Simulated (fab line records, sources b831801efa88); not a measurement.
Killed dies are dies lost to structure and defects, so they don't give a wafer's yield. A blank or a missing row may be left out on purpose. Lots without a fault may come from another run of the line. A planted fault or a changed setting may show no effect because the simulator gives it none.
Which tool did it? | flow sfq_line | 7 lots, 21 wafers sampled, at 3 steps of a route of 325

WHAT THE GAUGES READ, wafer by wafer
SFQ_M6_RS_MEAS_938: measures by four-point-probe.
lot  | measured     | on            | M6_NB_RS (ohm/sq)
L203 | day 71 03:38 | film_metro-02 | 0.896 0.897 0.906
L206 | day 71 14:04 | film_metro-02 | 0.897 0.898 0.891
L208 | day 71 17:50 | film_metro-01 | 0.885 0.883 0.888
L210 | day 71 20:51 | film_metro-04 | 0.899 0.895 0.895
L216 | day 72 12:51 | film_metro-02 | 0.886 0.892 0.882
L218 | day 72 20:04 | film_metro-02 | 0.880 0.883 0.890
L222 | day 80 20:43 | film_metro-01 | 0.887 0.888 0.892

WHICH TOOL RAN EACH LOT (tool, then ch and the chambers of the sampled wafers, then the start)
lot  | SFQ_TRILAYER_R5_DEP_SPUTTER_133 | SFQ_TRILAYER_R5_STRIP_STRIP_140
L203 | pvd_sputter-04, day 60 22:27    | rie_metal-04 ch 0,1, day 65 23:04
L206 | pvd_sputter-03, day 65 10:20    | rie_metal-04 ch 0,1, day 66 13:01
L208 | pvd_sputter-03, day 65 19:56    | rie_metal-01 ch 0,1, day 66 15:25
L210 | pvd_sputter-06, day 66 04:56    | rie_metal-02 ch 0,1, day 66 18:01
L216 | pvd_sputter-03, day 67 03:52    | rie_metal-01 ch 0,1, day 67 06:32
L218 | pvd_sputter-03, day 67 11:26    | rie_metal-04 ch 0,1, day 67 14:06
L222 | pvd_sputter-06, day 71 03:01    | rie_metal-02 ch 1, day 71 07:31
- SFQ_TRILAYER_R5_DEP_SPUTTER_133: material MoNx, target thk 40 nm, time 66.7 s.
- SFQ_TRILAYER_R5_STRIP_STRIP_140: strips in O2.

THE ANSWER, worked out from the rows above alone
Rule: what is usual is taken from the lots themselves. Put in order of their means at a reading, lots are off if they are a third of the lots or fewer, leave a main group of 4 or more, and stand apart from it by a gap of 3 or more times the standard deviation of the main group's means; of several such gaps the widest counts. A main group whose means are all the same, to the digits that the tables above print for the reading, isn't used. A lot without any number at a reading at which 4 lots or more have one is off too. The other lots that the step has rows for count as sound.
No lot is off at any reading shown: from this, nothing can be told.

WHAT THE SIMULATOR HAD PUT IN
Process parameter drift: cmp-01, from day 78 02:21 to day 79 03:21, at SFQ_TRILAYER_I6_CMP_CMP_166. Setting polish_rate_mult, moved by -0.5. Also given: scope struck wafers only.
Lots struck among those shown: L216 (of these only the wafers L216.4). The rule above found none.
